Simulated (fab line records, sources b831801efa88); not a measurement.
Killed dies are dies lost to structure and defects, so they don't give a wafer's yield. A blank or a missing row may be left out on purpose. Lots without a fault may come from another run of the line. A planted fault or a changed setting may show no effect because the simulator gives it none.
Which tool did it? | flow gf180mcu | 11 lots, 33 wafers sampled, at 6 steps of a route of 602

WHAT THE GAUGES READ, wafer by wafer
GF_LVPWELL_TW_MEAS_11. Usual: LVPWELL_TW 557, standard deviation 4.8.
lot  | measured    | on            | LVPWELL_TW  | flag
L930 | day 4 02:25 | film_metro-04 | 549 549 550 |
L932 | day 4 13:35 | film_metro-03 | 561 559 560 |
L936 | day 5 10:55 | film_metro-04 | 552 554 550 |
L944 | day 7 09:50 | film_metro-03 | 560 559 558 |
L945 | day 7 16:02 | film_metro-01 | 561 555 558 |
L946 | day 7 20:23 | film_metro-01 | 559 555 556 |
L948 | day 8 08:34 | film_metro-04 | 553 552 548 |
L949 | day 8 12:28 | film_metro-03 | 561 562 563 |
L950 | day 8 18:34 | film_metro-03 | 562 562 564 |
L951 | day 8 23:08 | film_metro-04 | 550 552 550 |
L952 | day 9 06:46 | film_metro-04 | 550 551 552 |

GF_MVPSD_OVL_MEAS_07. Usual: MVPSD_OVL -0.2 nm, standard deviation 1.4.
lot  | measured     | on         | MVPSD_OVL (nm) | flag
L930 | day 5 06:32  | overlay-02 | -1.5 -0.4 -1.0 |
L932 | day 5 17:29  | overlay-01 | 1.4 1.8 1.2    |
L936 | day 6 16:56  | overlay-02 | 0.8 1.0 1.5    |
L944 | day 8 18:50  | overlay-01 | 1.2 -0.5 2.4   |
L945 | day 9 01:08  | overlay-02 | -0.9 1.3 1.0   |
L946 | day 9 05:23  | overlay-01 | 0.4 -1.1 0.3   |
L948 | day 9 18:43  | overlay-02 | -2.7 -1.0 -0.1 |
L949 | day 9 23:22  | overlay-01 | -1.2 -0.6 -0.1 |
L950 | day 10 05:20 | overlay-01 | 0.2 -1.0 -1.2  |
L951 | day 10 10:32 | overlay-02 | -3.4 -3.9 -3.6 |
L952 | day 10 18:34 | overlay-02 | -0.9 0.2 -1.0  |

GF_VT_IMPLANT_TW_MEAS_32. Usual: VT_IMPLANT_3_TW 264.2, standard deviation 2.3.
lot  | measured     | on            | VT_IMPLANT_3_TW   | flag
L930 | day 7 03:16  | film_metro-04 | 261.3 260.8 260.6 |
L932 | day 7 16:37  | film_metro-03 | 263.5 265.3 264.9 |
L936 | day 8 17:49  | film_metro-03 | 30.3 30.1 30.3    | OFF
L944 | day 11 01:44 | film_metro-04 | 260.6 262.7 262.3 |
L945 | day 11 07:23 | film_metro-04 | 262.1 261.4 261.2 |
L946 | day 11 12:10 | film_metro-02 | 265.9 267.0 265.2 |
L948 | day 12 02:07 | film_metro-04 | 264.1 261.3 264.7 |
L949 | day 12 08:10 | film_metro-02 | 265.4 264.7 263.3 |
L950 | day 12 16:28 | film_metro-02 | 263.8 265.1 265.0 |
L951 | day 12 23:43 | film_metro-03 | 269.8 266.6 268.3 |
L952 | day 13 03:28 | film_metro-02 | 265.0 262.9 263.6 |

WHICH TOOL RAN EACH LOT (tool, then ch and the chambers of the sampled wafers, then the start)
lot  | GF_VT_IMPLANT_STRIP_09               | GF_VT_IMPLANT_STRIP_20               | GF_VT_IMPLANT_STRIP_31
L930 | plasma_asher-03 ch 0,1, day 5 21:10  | plasma_asher-01 ch 0,1, day 6 12:04  | plasma_asher-03 ch 0,1, day 7 03:10
L932 | plasma_asher-03 ch 0,1, day 6 09:10  | plasma_asher-01 ch 0,1, day 7 00:49  | plasma_asher-04 ch 0,1, day 7 16:31
L936 | plasma_asher-04 ch 0,1, day 7 09:13  | plasma_asher-03 ch 1, day 8 00:58    | plasma_asher-04 ch 0,1, day 8 17:43
L944 | plasma_asher-04 ch 0,1, day 9 12:57  | plasma_asher-03 ch 0,1, day 10 06:41 | plasma_asher-03 ch 0,1, day 11 01:39
L945 | plasma_asher-03 ch 0,1, day 9 19:14  | plasma_asher-03 ch 0,1, day 10 12:39 | plasma_asher-04 ch 0,1, day 11 07:17
L946 | plasma_asher-04 ch 0,1, day 9 23:28  | plasma_asher-01 ch 1, day 10 17:19   | plasma_asher-04 ch 0,1, day 11 12:04
L948 | plasma_asher-04 ch 0,1, day 10 12:34 | plasma_asher-01 ch 0,1, day 11 07:01 | plasma_asher-04 ch 0,1, day 12 02:01
L949 | plasma_asher-04 ch 0,1, day 10 17:46 | plasma_asher-01 ch 0,1, day 11 12:22 | plasma_asher-01 ch 0,1, day 12 08:04
L950 | plasma_asher-04 ch 0,1, day 11 01:10 | plasma_asher-03 ch 0,1, day 11 20:55 | plasma_asher-04 ch 0,1, day 12 16:22
L951 | plasma_asher-04 ch 0,1, day 11 05:46 | plasma_asher-03 ch 0,1, day 12 00:25 | plasma_asher-03 ch 0,1, day 12 23:37
L952 | plasma_asher-04 ch 0,1, day 11 13:19 | plasma_asher-04 ch 0,1, day 12 08:43 | plasma_asher-04 ch 0,1, day 13 03:22
- GF_VT_IMPLANT_STRIP_09: strips in O2/N2.
- GF_VT_IMPLANT_STRIP_20: strips in O2/N2.
- GF_VT_IMPLANT_STRIP_31: strips in O2/N2.

WHAT THE TOOLS THEMSELVES READ (means of the sampled wafers that have a number; where no wafer has one, the mark that the record gives instead)
GF_VT_IMPLANT_STRIP_09. Usual: chamber_pressure_mTorr 1500.0 mTorr, standard deviation 1.3; drypump_motor_current_A 6.2 A, standard deviation 0.43; heater_power_w 337 W, standard deviation 13; oes_product_au 0.716 a.u., standard deviation 0.0044; platen_temp_c 249.98 C, standard deviation 0.18; strip_time_to_endpoint_s 12.62 s, standard deviation 0.032.
lot  | tool            | chamber_pressure_mTorr (mTorr) | drypump_motor_current_A (A) | heater_power_w (W) | oes_product_au (a.u.) | platen_temp_c (C) | strip_time_to_endpoint_s (s) | flag
L930 | plasma_asher-03 | 1499.6                         | 5.5                         | 315                | 0.712                 | 250.04            | 12.64                        |
L932 | plasma_asher-03 | 1500.1                         | 5.5                         | 318                | 0.717                 | 250.05            | 12.55                        |
L936 | plasma_asher-04 | 1499.7                         | 6.5                         | 346                | 0.716                 | 249.99            | 12.62                        |
L944 | plasma_asher-04 | 1500.6                         | 6.4                         | 343                | 0.716                 | 250.01            | 12.60                        |
L945 | plasma_asher-03 | 1500.6                         | 5.5                         | 323                | 0.720                 | 250.05            | 12.66                        |
L946 | plasma_asher-04 | 1500.5                         | 6.4                         | 346                | 0.713                 | 250.01            | 12.62                        |
L948 | plasma_asher-04 | 1499.3                         | 6.4                         | 346                | 0.715                 | 250.01            | 12.60                        |
L949 | plasma_asher-04 | 1499.2                         | 6.4                         | 346                | 0.716                 | 249.94            | 12.66                        |
L950 | plasma_asher-04 | 1498.5                         | 6.5                         | 346                | 0.717                 | 250.18            | 12.63                        |
L951 | plasma_asher-04 | 1499.4                         | 6.5                         | 349                | 0.713                 | 250.08            | 12.59                        |
L952 | plasma_asher-04 | 1500.8                         | 6.4                         | 351                | 0.720                 | 249.96            | 12.54                        |

GF_VT_IMPLANT_STRIP_20. Usual: chamber_pressure_mTorr 1499.9 mTorr, standard deviation 1.2; drypump_motor_current_A 6.0 A, standard deviation 0.48; heater_power_w 332 W, standard deviation 14; oes_product_au 0.715 a.u., standard deviation 0.005; platen_temp_c 250.02 C, standard deviation 0.17; strip_time_to_endpoint_s 12.63 s, standard deviation 0.036.
lot  | tool            | chamber_pressure_mTorr (mTorr) | drypump_motor_current_A (A) | heater_power_w (W) | oes_product_au (a.u.) | platen_temp_c (C) | strip_time_to_endpoint_s (s) | flag
L930 | plasma_asher-01 | 1500.0                         | 6.5                         | 332                | 0.718                 | 249.92            | 12.65                        |
L932 | plasma_asher-01 | 1499.5                         | 6.5                         | 334                | 0.714                 | 249.94            | 12.64                        |
L936 | plasma_asher-03 | 1500.4                         | 5.5                         | 318                | 0.930                 | 250.10            | -                            | OFF
L944 | plasma_asher-03 | 1500.2                         | 5.5                         | 315                | 0.717                 | 250.00            | 12.63                        |
L945 | plasma_asher-03 | 1500.5                         | 5.5                         | 317                | 0.718                 | 250.01            | 12.69                        |
L946 | plasma_asher-01 | 1500.2                         | 6.2                         | 340                | 0.712                 | 249.84            | 12.62                        |
L948 | plasma_asher-01 | 1500.3                         | 6.3                         | 338                | 0.715                 | 250.03            | 12.60                        |
L949 | plasma_asher-01 | 1499.3                         | 6.5                         | 335                | 0.714                 | 250.07            | 12.60                        |
L950 | plasma_asher-03 | 1499.6                         | 5.5                         | 316                | 0.714                 | 250.09            | 12.58                        |
L951 | plasma_asher-03 | 1498.9                         | 5.5                         | 318                | 0.720                 | 249.96            | 12.61                        |
L952 | plasma_asher-04 | 1499.4                         | 6.5                         | 346                | 0.717                 | 249.96            | 12.61                        |

GF_VT_IMPLANT_STRIP_31. Usual: chamber_pressure_mTorr 1500.1 mTorr, standard deviation 1.3; drypump_motor_current_A 6.2 A, standard deviation 0.43; heater_power_w 337 W, standard deviation 14; oes_product_au 0.716 a.u., standard deviation 0.0043; platen_temp_c 249.99 C, standard deviation 0.16; strip_time_to_endpoint_s 12.63 s, standard deviation 0.033.
lot  | tool            | chamber_pressure_mTorr (mTorr) | drypump_motor_current_A (A) | heater_power_w (W) | oes_product_au (a.u.) | platen_temp_c (C) | strip_time_to_endpoint_s (s) | flag
L930 | plasma_asher-03 | 1500.0                         | 5.5                         | 318                | 0.714                 | 249.89            | 12.63                        |
L932 | plasma_asher-04 | 1499.1                         | 6.4                         | 353                | 0.717                 | 249.89            | 12.64                        |
L936 | plasma_asher-04 | 1500.1                         | 6.4                         | 342                | 0.717                 | 250.08            | 20.59                        | OFF
L944 | plasma_asher-03 | 1500.3                         | 5.5                         | 317                | 0.713                 | 250.06            | 12.59                        |
L945 | plasma_asher-04 | 1499.8                         | 6.5                         | 348                | 0.714                 | 249.85            | 12.59                        |
L946 | plasma_asher-04 | 1499.9                         | 6.4                         | 350                | 0.711                 | 250.01            | 12.60                        |
L948 | plasma_asher-04 | 1500.8                         | 6.4                         | 347                | 0.716                 | 249.93            | 12.62                        |
L949 | plasma_asher-01 | 1499.4                         | 6.5                         | 340                | 0.720                 | 250.33            | 12.61                        |
L950 | plasma_asher-04 | 1500.6                         | 6.4                         | 346                | 0.714                 | 249.95            | 12.65                        |
L951 | plasma_asher-03 | 1500.7                         | 5.5                         | 321                | 0.715                 | 249.76            | 12.65                        |
L952 | plasma_asher-04 | 1500.6                         | 6.5                         | 350                | 0.717                 | 249.98            | 12.66                        |

THE ANSWER, worked out from the rows above alone
Rule: a lot is off if the mean of its wafers that have a number lies more than 3 standard deviations from the usual mean. A lot without any number at a reading at which 4 lots or more have one is off too. The other lots that the step has rows for count as sound. The gauges are gone through in route order, then the tools' own readings, and for those a lot's mean is taken as printed above. The first step at which some lot is off is used, and at that step the reading that is off furthest; a lot without a number counts as furthest.
Off: L936, at GF_VT_IMPLANT_TW_MEAS_32 (VT_IMPLANT_3_TW).
A tool fits if, at a process step before that reading, it ran every lot that is off, and no sound lot after the first of them. The gauges at GF_VT_IMPLANT_TW_MEAS_32 aren't tried: what is off there is off at GF_VT_IMPLANT_STRIP_20 too, on other tools, and a gauge's error can't cause that. None of those tried fits.

WHAT THE SIMULATOR HAD PUT IN
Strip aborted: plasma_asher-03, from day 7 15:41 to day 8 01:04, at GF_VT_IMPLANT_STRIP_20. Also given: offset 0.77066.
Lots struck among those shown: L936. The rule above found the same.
